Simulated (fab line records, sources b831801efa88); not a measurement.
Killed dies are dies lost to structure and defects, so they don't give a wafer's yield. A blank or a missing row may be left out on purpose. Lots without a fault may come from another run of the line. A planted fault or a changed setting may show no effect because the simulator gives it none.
fab line records | flow gf180mcu
record lots=5 wafers=15 last_day=34
route steps=602 shown MVPSD@87 VT_IMPLANT@90
lots that met no fault: from a run of the same line without faults
start_h: hours from the record's first day to the start of the lot's first wafer shown | wait_h: hours since the lot's step before | " the same as in the row above | L1.1+2: a row that stands for several wafers | - no value, or no start given | * or withheld: withheld | < > ~ a bound
route shown NAME@n: a module of which the file shows steps, and the number in the route of the first | usual: mean/standard deviation of fault-free wafers | same: alike in all rows | chamber/n: place in a boat | sites: the reading at each site | _std_site: their standard deviation | _edge_site: outer sites' mean less inner sites' | radius_mm: how far each site lies from the wafer's centre | mask NAME#n: copy n | behind: the tool/chamber that last shaped the wafer | hold: why the lot was held/for how many hours/how that ended | device: the transistor (n, p or np) that didn't switch | end of line: the same wafers' tests at the end of the route | a step without rows: its recipe alone | killed: dies lost to structure and defects at the first sort, not the wafer's yield | map: a wafer's dies, x killed, . not, _ none there
set.NAME: the setting as run; set.NAME@STEP: as run at that earlier step | model.NAME: the simulator's own value behind a step, which no gauge read
lots at some steps of the route; a table a step, a row a wafer
services: from which hour (start_h, from the record's first day; less than 0 if before it) a tool's chamber was out of use, for how many hours, and why
## steps
# step GF_MVPSD_IMPLANT_09
# recipe species=B energy_kev=40 dose_cm2=5e+12 tilt_deg=0
# columns lot.wafer tool chamber start_h wait_h
L079.1+3+5 implanter-04 0 125.67 0.1
L081.4+5+6 implanter-01 0 137.55 0.1
L084.2+3+6 implanter-03 0 155.08 0.1
L085.4+5+6 implanter-03 0 162.85 0.1
L097.2+4+6 implanter-04 0 239.14 0.1
# step GF_MVPSD_STRIP_10
# recipe chemistry=O2/N2 power_w=1400 pressure_mtorr=1500 platen_temp_c=250 o2_flow_sccm=3000 n2_flow_sccm=300 overash_fraction=0.5
# usual drypump_motor_current_A=5.76/0.093 heater_power_w=337/39 oes_product_au=0.723/0.0046 strip_time_to_endpoint_s=36.98/0.092
# columns lot.wafer tool chamber start_h wait_h drypump_motor_current_A heater_power_w oes_product_au rf_hours_counter_h strip_time_to_endpoint_s
L079.1 plasma_asher-01 1 125.82 0.1 5.88 275 0.732 32 36.89
L079.3 " 0 " " 5.75 364 0.724 - 36.91
L079.5 " 1 " " 5.89 282 0.723 - 36.85
L081.4 plasma_asher-03 1 137.65 0.1 5.65 365 0.721 - 36.93
L081.5 " 0 " " 5.66 384 0.716 - 37.10
L081.6 " 1 " " 5.68 351 0.725 - 37.08
L084.2 plasma_asher-01 1 155.21 0.1 5.87 276 0.732 36 36.91
L084.3 " 1 " " 5.88 285 0.725 - 36.89
L084.6 " 0 " " 5.75 354 0.727 - 36.89
L085.4 plasma_asher-02 0 162.95 0.1 5.54 292 0.728 - 36.86
L085.5 " 1 " " 5.84 373 0.723 - 36.96
L085.6 " 0 " " 5.52 296 0.720 - 36.90
L097.2 plasma_asher-03 0 239.26 0.1 5.66 373 0.722 61 36.82
L097.4 " 0 " " 5.68 378 0.720 - 36.98
L097.6 " 0 " " 5.70 363 0.726 - 36.80
# step GF_MVPSD_TW_MEAS_11
# usual MVPSD_TW=555/5.1
# columns lot.wafer tool chamber start_h wait_h MVPSD_TW
L079.1 film_metro-04 - 125.92 0.1 548
L079.3 " - " " 553
L079.5 " - " " 551
L081.4 film_metro-02 - 137.75 0.1 552
L081.5 " - " " 549
L081.6 " - " " 552
L084.2 film_metro-01 - 155.32 0.1 562
L084.3 " - " " 563
L084.6 " - " " 565
L085.4 film_metro-04 - 163.05 0.1 551
L085.5 " - " " 552
L085.6 " - " " 551
L097.2 film_metro-04 - 239.37 0.1 546
L097.4 " - " " 549
L097.6 " - " " 551
# step GF_VT_IMPLANT_DEHYDRATE_00
# recipe temp_c=200 time_s=60
# columns lot.wafer tool chamber start_h wait_h
L079.1+3+5 litho_track-04 0 132.58 6.7
L081.4+5+6 litho_track-04 0 144.56 6.8
L084.2+3+6 litho_track-02 0 162.86 7.5
L085.4+5+6 litho_track-02 0 170.26 7.2
L097.2+4+6 litho_track-04 0 248.41 9.0
# step GF_VT_IMPLANT_HMDS_01
# recipe prime_time_s=60 prime_temp_c=120
# columns lot.wafer tool chamber start_h wait_h
L079.1+3+5 litho_track-04 0 132.73 0.1
L081.4+5+6 litho_track-04 0 144.71 0.1
L084.2+3+6 litho_track-02 0 163.01 0.1
L085.4+5+6 litho_track-02 0 170.41 0.1
L097.2+4+6 litho_track-04 0 248.56 0.1
# step GF_VT_IMPLANT_COAT_02
# recipe resist=NOVOLAK spin_rpm=3000 resist_thk_nm=1000
# columns lot.wafer tool chamber start_h wait_h
L079.1+3+5 litho_track-04 0 132.88 0.1
L081.4+5+6 litho_track-04 0 144.86 0.1
L084.2+3+6 litho_track-02 0 163.16 0.1
L085.4+5+6 litho_track-02 0 170.56 0.1
L097.2+4+6 litho_track-04 0 248.71 0.1
# step GF_VT_IMPLANT_SOFTBAKE_03
# recipe temp_c=90 time_s=60 resist=NOVOLAK
# columns lot.wafer tool chamber start_h wait_h
L079.1+3+5 litho_track-04 0 133.03 0.1
L081.4+5+6 litho_track-04 0 145.01 0.1
L084.2+3+6 litho_track-02 0 163.31 0.1
L085.4+5+6 litho_track-02 0 170.71 0.1
L097.2+4+6 litho_track-04 0 248.86 0.1
# step GF_VT_IMPLANT_EXPOSE_04
# recipe mask_id=LVPWELL_LV_AREA target_cd_nm=600 na=0.6 source_shape=conventional sigma_outer=0.6 dose_mj=140
# columns lot.wafer tool chamber start_h wait_h mask
L079.1+3+5 iline_stepper-02 0 - - LVPWELL_LV_AREA#0
L081.4+5+6 iline_stepper-01 0 - - LVPWELL_LV_AREA#0
L084.2+3+6 iline_stepper-01 0 - - LVPWELL_LV_AREA#0
L085.4+5+6 iline_stepper-01 0 - - LVPWELL_LV_AREA#0
L097.2+4+6 iline_stepper-01 0 - - LVPWELL_LV_AREA#0
# step GF_VT_IMPLANT_PEB_05
# recipe temp_c=withheld time_s=* resist=NOVOLAK
# columns lot.wafer tool chamber start_h wait_h
L079.1+3+5 litho_track-03 0 - -
L081.4+5+6 litho_track-02 0 - -
L084.2+3+6 litho_track-04 0 - -
L085.4+5+6 litho_track-02 0 - -
L097.2+4+6 litho_track-04 0 - -
# step GF_VT_IMPLANT_DEVELOP_06
# recipe develop_time_s=60 dev_temp_c=23
# columns lot.wafer tool chamber start_h wait_h
L079.1+3+5 litho_track-03 0 140.68 0.1
L081.4+5+6 litho_track-02 0 152.31 0.1
L084.2+3+6 litho_track-04 0 171.01 0.1
L085.4+5+6 litho_track-02 0 178.56 0.1
L097.2+4+6 litho_track-04 0 258.31 0.1
# step GF_VT_IMPLANT_OVL_MEAS_07
# usual VT_IMPLANT_OVL=0.6/1.3
# columns lot.wafer tool chamber start_h wait_h VT_IMPLANT_OVL[nm]
L079.1 overlay-01 - 140.83 0.1 -1.0
L079.3 " - " " -3.0
L079.5 " - " " -0.9
L081.4 overlay-01 - 152.40 0.1 1.2
L081.5 " - " " 2.5
L081.6 " - " " 0.9
L084.2 overlay-01 - 171.14 0.1 1.1
L084.3 " - " " 2.1
L084.6 " - " " 0.3
L085.4 overlay-01 - 178.65 0.1 0.1
L085.5 " - " " 1.6
L085.6 " - " " 1.1
L097.2 overlay-01 - 258.44 0.1 1.6
L097.4 " - " " 2.1
L097.6 " - " " 0.8
# step GF_VT_IMPLANT_IMPLANT_08
# recipe species=BF2 energy_kev=20 dose_cm2=8.098e+12 tilt_deg=7
# columns lot.wafer tool chamber start_h wait_h
L079.1+3+5 implanter-01 0 140.86 0.0
L081.4+5+6 implanter-01 0 152.50 0.1
L084.2+3+6 implanter-02 0 171.19 0.0
L085.4+5+6 implanter-02 0 178.75 0.1
L097.2+4+6 implanter-03 0 258.49 0.0
# step GF_VT_IMPLANT_STRIP_09
# recipe chemistry=O2/N2 power_w=1400 pressure_mtorr=1500 platen_temp_c=250 o2_flow_sccm=3000 n2_flow_sccm=300 overash_fraction=0.5
# usual drypump_motor_current_A=5.82/0.21 heater_power_w=348/27 oes_product_au=0.717/0.0043 strip_time_to_endpoint_s=12.62/0.038
# columns lot.wafer tool chamber start_h wait_h drypump_motor_current_A heater_power_w oes_product_au rf_hours_counter_h strip_time_to_endpoint_s
L079.1 plasma_asher-03 1 141.01 0.1 5.66 355 0.713 50 12.60
L079.3 " 0 " " 5.68 382 0.713 - 12.58
L079.5 " 0 " " 5.67 374 0.710 - 12.64
L081.4 plasma_asher-03 1 152.61 0.1 5.68 360 0.712 - 12.58
L081.5 " 1 " " 5.70 357 0.716 - 12.57
L081.6 " 0 " " 5.69 381 0.722 - 12.61
L084.2 plasma_asher-04 0 171.32 0.1 6.10 334 0.713 5 12.67
L084.3 " 1 " " 6.06 334 0.721 - 12.65
L084.6 " 0 " " 6.10 337 0.716 - 12.65
L085.4 plasma_asher-03 0 178.86 0.1 5.67 379 0.720 - 12.62
L085.5 " 1 " " 5.69 361 0.716 - 12.60
L085.6 " 0 " " 5.68 375 0.716 - 12.59
L097.2 plasma_asher-02 1 258.62 0.1 5.78 375 0.721 63 12.68
L097.4 " 1 " " 5.80 373 0.718 - 12.71
L097.6 " 1 " " 5.76 380 0.719 - 12.69
# step GF_VT_IMPLANT_TW_MEAS_10
# usual VT_IMPLANT_TW=559/4.6
# columns lot.wafer tool chamber start_h wait_h VT_IMPLANT_TW
L079.1 film_metro-04 - 141.11 0.1 556
L079.3 " - " " 556
L079.5 " - " " 553
L081.4 film_metro-04 - 152.70 0.1 559
L081.5 " - " " 561
L081.6 " - " " 559
L084.2 film_metro-01 - 171.43 0.1 561
L084.3 " - " " 565
L084.6 " - " " 562
L085.4 film_metro-01 - 178.95 0.1 562
L085.5 " - " " 560
L085.6 " - " " 562
L097.2 film_metro-04 - 258.73 0.1 561
L097.4 " - " " 558
L097.6 " - " " 560
# step GF_VT_IMPLANT_DEHYDRATE_11
# recipe temp_c=200 time_s=60
# columns lot.wafer tool chamber start_h wait_h
L079.1+3+5 litho_track-02 0 148.49 7.4
L081.4+5+6 litho_track-04 0 159.41 6.7
L084.2+3+6 litho_track-02 0 178.66 7.2
L085.4+5+6 litho_track-04 0 186.31 7.3
L097.2+4+6 litho_track-04 0 267.86 9.1
# step GF_VT_IMPLANT_HMDS_12
# recipe prime_time_s=60 prime_temp_c=120
# columns lot.wafer tool chamber start_h wait_h
L079.1+3+5 litho_track-02 0 148.64 0.1
L081.4+5+6 litho_track-04 0 159.56 0.1
L084.2+3+6 litho_track-02 0 178.81 0.1
L085.4+5+6 litho_track-04 0 186.46 0.1
L097.2+4+6 litho_track-04 0 268.01 0.1
# step GF_VT_IMPLANT_COAT_13
# recipe resist=NOVOLAK spin_rpm=3000 resist_thk_nm=1000
# columns lot.wafer tool chamber start_h wait_h
L079.1+3+5 litho_track-02 0 148.79 0.1
L081.4+5+6 litho_track-04 0 159.71 0.1
L084.2+3+6 litho_track-02 0 178.96 0.1
L085.4+5+6 litho_track-04 0 186.61 0.1
L097.2+4+6 litho_track-04 0 268.16 0.1
# step GF_VT_IMPLANT_SOFTBAKE_14
# recipe temp_c=90 time_s=60 resist=NOVOLAK
# columns lot.wafer tool chamber start_h wait_h
L079.1+3+5 litho_track-02 0 148.94 0.1
L081.4+5+6 litho_track-04 0 159.86 0.1
L084.2+3+6 litho_track-02 0 179.11 0.1
L085.4+5+6 litho_track-04 0 186.76 0.1
L097.2+4+6 litho_track-04 0 268.31 0.1
# step GF_VT_IMPLANT_EXPOSE_15
# recipe mask_id=Nwell_LV_AREA target_cd_nm=860 na=0.6 source_shape=conventional sigma_outer=0.6 dose_mj=140
# columns lot.wafer tool chamber start_h wait_h mask
L079.1+3+5 iline_stepper-01 0 - - Nwell_LV_AREA#0
L081.4+5+6 iline_stepper-02 0 - - Nwell_LV_AREA#0
L084.2+3+6 iline_stepper-01 0 - - Nwell_LV_AREA#0
L085.4+5+6 iline_stepper-02 0 - - Nwell_LV_AREA#0
L097.2+4+6 iline_stepper-02 0 - - Nwell_LV_AREA#0
# step GF_VT_IMPLANT_PEB_16
# recipe temp_c=withheld time_s=* resist=NOVOLAK
# columns lot.wafer tool chamber start_h wait_h
L079.1+3+5 litho_track-04 0 - -
L081.4+5+6 litho_track-02 0 - -
L084.2+3+6 litho_track-03 0 - -
L085.4+5+6 litho_track-04 0 - -
L097.2+4+6 litho_track-03 0 - -
# step GF_VT_IMPLANT_DEVELOP_17
# recipe develop_time_s=60 dev_temp_c=23
# columns lot.wafer tool chamber start_h wait_h
L079.1+3+5 litho_track-04 0 156.08 0.1
L081.4+5+6 litho_track-02 0 167.31 0.1
L084.2+3+6 litho_track-03 0 187.45 0.1
L085.4+5+6 litho_track-04 0 195.16 0.1
L097.2+4+6 litho_track-03 0 277.85 0.1
# step GF_VT_IMPLANT_OVL_MEAS_18
# usual VT_IMPLANT_01_OVL=-0.8/1.3
# columns lot.wafer tool chamber start_h wait_h VT_IMPLANT_01_OVL[nm]
L079.1 overlay-02 - 156.23 0.1 0.9
L079.3 " - " " 0.7
L079.5 " - " " -1.9
L081.4 overlay-02 - 167.40 0.1 -1.4
L081.5 " - " " 0.0
L081.6 " - " " -0.4
L084.2 overlay-01 - 187.58 0.1 2.1
L084.3 " - " " -0.3
L084.6 " - " " 0.2
L085.4 overlay-01 - 195.25 0.1 -1.2
L085.5 " - " " -1.8
L085.6 " - " " -1.2
L097.2 overlay-01 - 277.98 0.1 -3.6
L097.4 " - " " -2.4
L097.6 " - " " -2.7
# step GF_VT_IMPLANT_IMPLANT_19
# recipe species=As energy_kev=100 dose_cm2=4.35e+12 tilt_deg=7
# columns lot.wafer tool chamber start_h wait_h
L079.1+3+5 implanter-03 0 156.27 0.0
L081.4+5+6 implanter-01 0 167.50 0.1
L084.2+3+6 implanter-01 0 187.64 0.0
L085.4+5+6 implanter-02 0 195.34 0.1
L097.2+4+6 implanter-03 0 278.04 0.0
# step GF_VT_IMPLANT_STRIP_20
# recipe chemistry=O2/N2 power_w=1400 pressure_mtorr=1500 platen_temp_c=250 o2_flow_sccm=3000 n2_flow_sccm=300 overash_fraction=0.5
# usual drypump_motor_current_A=5.84/0.21 heater_power_w=348/24 oes_product_au=0.716/0.0046 strip_time_to_endpoint_s=12.64/0.032
# columns lot.wafer tool chamber start_h wait_h drypump_motor_current_A heater_power_w oes_product_au rf_hours_counter_h strip_time_to_endpoint_s
L079.1 plasma_asher-02 1 156.42 0.1 5.81 376 0.709 53 12.63
L079.3 " 0 " " 5.55 305 0.718 - 12.69
L079.5 " 1 " " 5.79 364 0.713 - 12.62
L081.4 plasma_asher-03 1 167.61 0.1 5.68 353 0.715 - 12.63
L081.5 " 0 " " 5.71 369 0.716 - 12.60
L081.6 " 1 " " 5.68 350 0.714 - 12.65
L084.2 plasma_asher-04 0 187.76 0.1 6.10 336 0.722 7 12.65
L084.3 " 0 " " 6.09 343 0.709 - 12.62
L084.6 " 0 " " 6.09 333 0.709 - 12.64
L085.4 plasma_asher-04 0 195.45 0.1 6.08 338 0.714 - 12.63
L085.5 " 1 " " 6.06 342 0.715 - 12.62
L085.6 " 0 " " 6.07 339 0.717 - 12.59
L097.2 plasma_asher-03 0 278.16 0.1 5.70 375 0.713 65 12.60
L097.4 " 0 " " 5.69 378 0.717 - 12.65
L097.6 " 1 " " 5.70 362 0.715 - 12.62
# step GF_VT_IMPLANT_TW_MEAS_21
# usual VT_IMPLANT_2_TW=1219/11
# columns lot.wafer tool chamber start_h wait_h VT_IMPLANT_2_TW
L079.1 film_metro-03 - 156.52 0.1 1209
L079.3 " - " " 1207
L079.5 " - " " 1198
L081.4 film_metro-01 - 167.70 0.1 1233
L081.5 " - " " 1230
L081.6 " - " " 1236
L084.2 film_metro-04 - 187.87 0.1 1205
L084.3 " - " " 1205
L084.6 " - " " 1206
L085.4 film_metro-01 - 195.55 0.1 1225
L085.5 " - " " 1225
L085.6 " - " " 1229
L097.2 film_metro-03 - 278.27 0.1 1213
L097.4 " - " " 1215
L097.6 " - " " 1217
# step GF_VT_IMPLANT_DEHYDRATE_22
# recipe temp_c=200 time_s=60
# columns lot.wafer tool chamber start_h wait_h
L079.1+3+5 litho_track-04 0 163.23 6.7
L081.4+5+6 litho_track-04 0 175.16 7.4
L084.2+3+6 litho_track-03 0 196.10 8.2
L085.4+5+6 litho_track-03 0 203.40 7.8
L097.2+4+6 litho_track-03 0 287.30 9.0
# step GF_VT_IMPLANT_HMDS_23
# recipe prime_time_s=60 prime_temp_c=120
# columns lot.wafer tool chamber start_h wait_h
L079.1+3+5 litho_track-04 0 163.38 0.1
L081.4+5+6 litho_track-04 0 175.31 0.1
L084.2+3+6 litho_track-03 0 196.25 0.1
L085.4+5+6 litho_track-03 0 203.55 0.1
L097.2+4+6 litho_track-03 0 287.45 0.1
# step GF_VT_IMPLANT_COAT_24
# recipe resist=NOVOLAK spin_rpm=3000 resist_thk_nm=1000
# columns lot.wafer tool chamber start_h wait_h
L079.1+3+5 litho_track-04 0 163.53 0.1
L081.4+5+6 litho_track-04 0 175.46 0.1
L084.2+3+6 litho_track-03 0 196.40 0.1
L085.4+5+6 litho_track-03 0 203.70 0.1
L097.2+4+6 litho_track-03 0 287.60 0.1
# step GF_VT_IMPLANT_SOFTBAKE_25
# recipe temp_c=90 time_s=60 resist=NOVOLAK
# columns lot.wafer tool chamber start_h wait_h
L079.1+3+5 litho_track-04 0 163.68 0.1
L081.4+5+6 litho_track-04 0 175.61 0.1
L084.2+3+6 litho_track-03 0 196.55 0.1
L085.4+5+6 litho_track-03 0 203.85 0.1
L097.2+4+6 litho_track-03 0 287.75 0.1
# step GF_VT_IMPLANT_EXPOSE_26
# recipe mask_id=LVPWELL_HV_AREA target_cd_nm=860 na=0.6 source_shape=conventional sigma_outer=0.6 dose_mj=140
# columns lot.wafer tool chamber start_h wait_h mask
L079.1+3+5 iline_stepper-02 0 - - LVPWELL_HV_AREA#0
L081.4+5+6 iline_stepper-02 0 - - LVPWELL_HV_AREA#0
L084.2+3+6 iline_stepper-02 0 - - LVPWELL_HV_AREA#0
L085.4+5+6 iline_stepper-01 0 - - LVPWELL_HV_AREA#0
L097.2+4+6 iline_stepper-01 0 - - LVPWELL_HV_AREA#0
# step GF_VT_IMPLANT_PEB_27
# recipe temp_c=withheld time_s=* resist=NOVOLAK
# columns lot.wafer tool chamber start_h wait_h
L079.1+3+5 litho_track-02 0 - -
L081.4+5+6 litho_track-02 0 - -
L084.2+3+6 litho_track-02 0 - -
L085.4+5+6 litho_track-04 0 - -
L097.2+4+6 litho_track-02 0 - -
# step GF_VT_IMPLANT_DEVELOP_28
# recipe develop_time_s=60 dev_temp_c=23
# columns lot.wafer tool chamber start_h wait_h
L079.1+3+5 litho_track-02 0 171.54 0.1
L081.4+5+6 litho_track-02 0 183.51 0.1
L084.2+3+6 litho_track-02 0 204.01 0.1
L085.4+5+6 litho_track-04 0 212.31 0.1
L097.2+4+6 litho_track-02 0 297.61 0.1
# step GF_VT_IMPLANT_OVL_MEAS_29
# usual VT_IMPLANT_02_OVL=0.3/1.1
# columns lot.wafer tool chamber start_h wait_h VT_IMPLANT_02_OVL[nm]
L079.1 overlay-02 - 171.69 0.1 -0.3
L079.3 " - " " -2.1
L079.5 " - " " 1.8
L081.4 overlay-02 - 183.60 0.1 0.2
L081.5 " - " " 0.0
L081.6 " - " " -0.2
L084.2 overlay-02 - 204.14 0.1 -2.0
L084.3 " - " " 0.4
L084.6 " - " " -0.4
L085.4 overlay-01 - 212.40 0.1 -0.4
L085.5 " - " " -0.8
L085.6 " - " " 2.1
L097.2 overlay-02 - 297.74 0.1 1.6
L097.4 " - " " 1.1
L097.6 " - " " 1.7
# step GF_VT_IMPLANT_IMPLANT_30
# recipe species=B energy_kev=25 dose_cm2=2.534e+12 tilt_deg=7
# columns lot.wafer tool chamber start_h wait_h
L079.1+3+5 implanter-03 0 171.72 0.0
L081.4+5+6 implanter-02 0 183.70 0.1
L084.2+3+6 implanter-01 0 204.20 0.0
L085.4+5+6 implanter-02 0 212.49 0.1
L097.2+4+6 implanter-01 0 297.79 0.0
# step GF_VT_IMPLANT_STRIP_31
# recipe chemistry=O2/N2 power_w=1400 pressure_mtorr=1500 platen_temp_c=250 o2_flow_sccm=3000 n2_flow_sccm=300 overash_fraction=0.5
# usual drypump_motor_current_A=5.74/0.18 heater_power_w=346/33 oes_product_au=0.716/0.0044 strip_time_to_endpoint_s=12.647/0.03
# columns lot.wafer tool chamber start_h wait_h drypump_motor_current_A heater_power_w oes_product_au rf_hours_counter_h strip_time_to_endpoint_s
L079.1 plasma_asher-03 1 171.87 0.1 5.67 363 0.713 54 12.644
L079.3 " 0 " " 5.63 376 0.721 - 12.626
L079.5 " 1 " " 5.66 355 0.717 - 12.664
L081.4 plasma_asher-02 1 183.81 0.1 5.82 371 0.708 - 12.697
L081.5 " 0 " " 5.56 300 0.719 - 12.632
L081.6 " 1 " " 5.83 374 0.728 - 12.657
L084.2 plasma_asher-02 1 204.32 0.1 5.79 371 0.722 57 12.670
L084.3 " 0 " " 5.54 299 0.719 - 12.633
L084.6 " 1 " " 5.78 380 0.712 - 12.616
L085.4 plasma_asher-03 1 212.60 0.1 5.69 365 0.720 - 12.632
L085.5 " 0 " " 5.69 364 0.722 - 12.611
L085.6 " 1 " " 5.69 365 0.707 - 12.626
L097.2 plasma_asher-04 1 297.92 0.1 6.04 349 0.720 18 12.667
L097.4 " 0 " " 6.09 341 0.716 - 12.679
L097.6 " 0 " " 6.10 343 0.718 - 12.702
# step GF_VT_IMPLANT_TW_MEAS_32
# usual VT_IMPLANT_3_TW=268.9/2.5
# columns lot.wafer tool chamber start_h wait_h VT_IMPLANT_3_TW
L079.1 film_metro-01 - 171.97 0.1 270.2
L079.3 " - " " 268.5
L079.5 " - " " 267.8
L081.4 film_metro-04 - 183.90 0.1 268.0
L081.5 " - " " 267.3
L081.6 " - " " 266.2
L084.2 film_metro-03 - 204.43 0.1 265.8
L084.3 " - " " 265.4
L084.6 " - " " 264.5
L085.4 film_metro-03 - 212.70 0.1 266.4
L085.5 " - " " 265.3
L085.6 " - " " 265.8
L097.2 film_metro-04 - 298.03 0.1 266.5
L097.4 " - " " 266.5
L097.6 " - " " 267.7
# step GF_VT_IMPLANT_DEHYDRATE_33
# recipe temp_c=200 time_s=60
# columns lot.wafer tool chamber start_h wait_h
L079.1+3+5 litho_track-04 0 179.73 7.8
L081.4+5+6 litho_track-02 0 191.56 7.6
L084.2+3+6 litho_track-02 0 212.31 7.9
L085.4+5+6 litho_track-04 0 221.01 8.3
L097.2+4+6 litho_track-04 0 307.96 9.9
# step GF_VT_IMPLANT_HMDS_34
# recipe prime_time_s=60 prime_temp_c=120
# columns lot.wafer tool chamber start_h wait_h
L079.1+3+5 litho_track-04 0 179.88 0.1
L081.4+5+6 litho_track-02 0 191.71 0.1
L084.2+3+6 litho_track-02 0 212.46 0.1
L085.4+5+6 litho_track-04 0 221.16 0.1
L097.2+4+6 litho_track-04 0 308.11 0.1
# step GF_VT_IMPLANT_COAT_35
# recipe resist=NOVOLAK spin_rpm=3000 resist_thk_nm=1000
# columns lot.wafer tool chamber start_h wait_h
L079.1+3+5 litho_track-04 0 180.03 0.1
L081.4+5+6 litho_track-02 0 191.86 0.1
L084.2+3+6 litho_track-02 0 212.61 0.1
L085.4+5+6 litho_track-04 0 221.31 0.1
L097.2+4+6 litho_track-04 0 308.26 0.1
# step GF_VT_IMPLANT_SOFTBAKE_36
# recipe temp_c=90 time_s=60 resist=NOVOLAK
# columns lot.wafer tool chamber start_h wait_h
L079.1+3+5 litho_track-04 0 180.18 0.1
L081.4+5+6 litho_track-02 0 192.01 0.1
L084.2+3+6 litho_track-02 0 212.76 0.1
L085.4+5+6 litho_track-04 0 221.46 0.1
L097.2+4+6 litho_track-04 0 308.41 0.1
# step GF_VT_IMPLANT_EXPOSE_37
# recipe mask_id=Nwell_HV_AREA target_cd_nm=860 na=0.6 source_shape=conventional sigma_outer=0.6 dose_mj=143.1
# columns lot.wafer tool chamber start_h wait_h mask
L079.1+3+5 iline_stepper-02 0 - - Nwell_HV_AREA#0
L081.4+5+6 iline_stepper-02 0 - - Nwell_HV_AREA#0
L084.2+3+6 iline_stepper-02 0 - - Nwell_HV_AREA#0
L085.4+5+6 iline_stepper-02 0 - - Nwell_HV_AREA#0
L097.2+4+6 iline_stepper-02 0 - - Nwell_HV_AREA#0
# step GF_VT_IMPLANT_PEB_38
# recipe temp_c=withheld time_s=* resist=NOVOLAK
# columns lot.wafer tool chamber start_h wait_h
L079.1+3+5 litho_track-02 0 - -
L081.4+5+6 litho_track-03 0 - -
L084.2+3+6 litho_track-02 0 - -
L085.4+5+6 litho_track-02 0 - -
L097.2+4+6 litho_track-03 0 - -
# step GF_VT_IMPLANT_DEVELOP_39
# recipe develop_time_s=60 dev_temp_c=23
# columns lot.wafer tool chamber start_h wait_h
L079.1+3+5 litho_track-02 0 188.04 0.1
L081.4+5+6 litho_track-03 0 200.30 0.1
L084.2+3+6 litho_track-02 0 221.31 0.1
L085.4+5+6 litho_track-02 0 229.86 0.1
L097.2+4+6 litho_track-03 0 318.25 0.1
# step GF_VT_IMPLANT_OVL_MEAS_40
# usual VT_IMPLANT_03_OVL=-0.5/1.4
# columns lot.wafer tool chamber start_h wait_h VT_IMPLANT_03_OVL[nm]
L079.1 overlay-01 - 188.19 0.1 -0.4
L079.3 " - " " -0.4
L079.5 " - " " 0.4
L081.4 overlay-02 - 200.40 0.1 1.4
L081.5 " - " " -0.4
L081.6 " - " " 3.2
L084.2 overlay-01 - 221.44 0.1 -1.9
L084.3 " - " " -1.1
L084.6 " - " " -3.1
L085.4 overlay-02 - 229.95 0.1 0.5
L085.5 " - " " 0.3
L085.6 " - " " -1.0
L097.2 overlay-01 - 318.38 0.1 -1.1
L097.4 " - " " -0.2
L097.6 " - " " -0.5
# step GF_VT_IMPLANT_IMPLANT_41
# recipe species=As energy_kev=70 dose_cm2=1.013e+12 tilt_deg=7
# columns lot.wafer tool chamber start_h wait_h
L079.1+3+5 implanter-02 0 188.22 0.0
L081.4+5+6 implanter-03 0 200.49 0.1
L084.2+3+6 implanter-03 0 221.50 0.0
L085.4+5+6 implanter-01 0 230.05 0.1
L097.2+4+6 implanter-01 0 318.44 0.0
# step GF_VT_IMPLANT_STRIP_42
# recipe chemistry=O2/N2 power_w=1400 pressure_mtorr=1500 platen_temp_c=250 o2_flow_sccm=3000 n2_flow_sccm=300 overash_fraction=0.5
# usual drypump_motor_current_A=5.83/0.21 heater_power_w=348/25 oes_product_au=0.716/0.0048 strip_time_to_endpoint_s=12.65/0.035
# columns lot.wafer tool chamber start_h wait_h drypump_motor_current_A heater_power_w oes_product_au rf_hours_counter_h strip_time_to_endpoint_s
L079.1 plasma_asher-03 1 188.37 0.1 5.68 350 0.722 56 12.64
L079.3 " 1 " " 5.69 363 0.721 - 12.70
L079.5 " 0 " " 5.69 381 0.722 - 12.67
L081.4 plasma_asher-02 1 200.60 0.1 5.85 373 0.717 - 12.65
L081.5 " 1 " " 5.75 373 0.711 - 12.68
L081.6 " 0 " " 5.54 305 0.721 - 12.64
L084.2 plasma_asher-04 0 221.62 0.1 6.10 342 0.721 10 12.67
L084.3 " 0 " " 6.09 344 0.717 - 12.61
L084.6 " 0 " " 6.09 339 0.719 - 12.63
L085.4 plasma_asher-03 1 230.15 0.1 5.67 352 0.718 - 12.67
L085.5 " 0 " " 5.71 372 0.715 - 12.66
L085.6 " 1 " " 5.68 367 0.715 - 12.63
L097.2 plasma_asher-02 1 318.56 0.1 5.82 375 0.717 70 12.61
L097.4 " 0 " " 5.54 301 0.722 - 12.67
L097.6 " 0 " " 5.51 308 0.721 - 12.70
# step GF_VT_IMPLANT_TW_MEAS_43
# usual VT_IMPLANT_4_TW=691/6.2
# columns lot.wafer tool chamber start_h wait_h VT_IMPLANT_4_TW
L079.1 film_metro-04 - 188.47 0.1 683
L079.3 " - " " 686
L079.5 " - " " 679
L081.4 film_metro-04 - 200.72 0.1 684
L081.5 " - " " 685
L081.6 " - " " 685
L084.2 film_metro-04 - 221.73 0.1 689
L084.3 " - " " 686
L084.6 " - " " 687
L085.4 film_metro-04 - 230.25 0.1 687
L085.5 " - " " 687
L085.6 " - " " 689
L097.2 film_metro-01 - 318.67 0.1 701
L097.4 " - " " 700
L097.6 " - " " 699
# step GF_VT_IMPLANT_CLEAN_44
# recipe chemistry=SC1/SC2 mix=1:4:20 temp_c=70 time_s=150 dry=n2_spin
# usual bath_guard_temp_C=70.1/0.47
# columns lot.wafer tool chamber start_h wait_h bath_guard_temp_C
L079.1 wet_bench-04 1 188.53 0.1 70.9
L079.3 " 1 " " 70.7
L079.5 " 1 " " 71.1
L081.4 wet_bench-02 2 200.75 0.0 69.6
L081.5 " 2 " " 69.9
L081.6 " 2 " " 69.6
L084.2 wet_bench-02 0 221.79 0.0 69.9
L084.3 " 0 " " 69.9
L084.6 " 0 " " 69.9
L085.4 wet_bench-02 0 230.28 0.0 70.3
L085.5 " 0 " " 70.0
L085.6 " 0 " " 70.1
L097.2 wet_bench-04 1 318.72 0.0 70.5
L097.4 " 1 " " 70.8
L097.6 " 1 " " 70.4
## services
# columns tool chamber start_h hours kind
plasma_asher-03 - 106.08 5.8 repair
plasma_asher-04 - 108.75 9.0 pm
plasma_asher-04 0 108.75 9.0 vent_cycle
plasma_asher-01 - 115.11 4.3 pm
plasma_asher-02 - 144.94 6.3 repair
plasma_asher-04 - 150.36 3.6 repair
implanter-03 - 150.59 4.1 pm
plasma_asher-02 - 187.82 2.8 pm
implanter-01 - 194.42 6.7 repair
implanter-04 - 209.52 2.6 pm
implanter-03 - 224.46 11.0 pm
implanter-02 - 227.41 1.6 repair
iline_stepper-02 - 233.93 25.4 repair
implanter-02 - 239.30 4.1 repair
wet_bench-02 - 246.00 0.7 repair
iline_stepper-02 0 250.96 - calibration
plasma_asher-01 - 253.73 2.9 repair
iline_stepper-02 - 259.31 1.7 pm
implanter-02 - 264.12 3.4 pm
implanter-01 - 265.14 3.7 pm
iline_stepper-01 - 272.47 1.7 pm
implanter-01 - 283.04 2.6 repair
iline_stepper-01 0 297.12 - calibration
plasma_asher-03 - 313.21 4.3 pm
## key
fault none
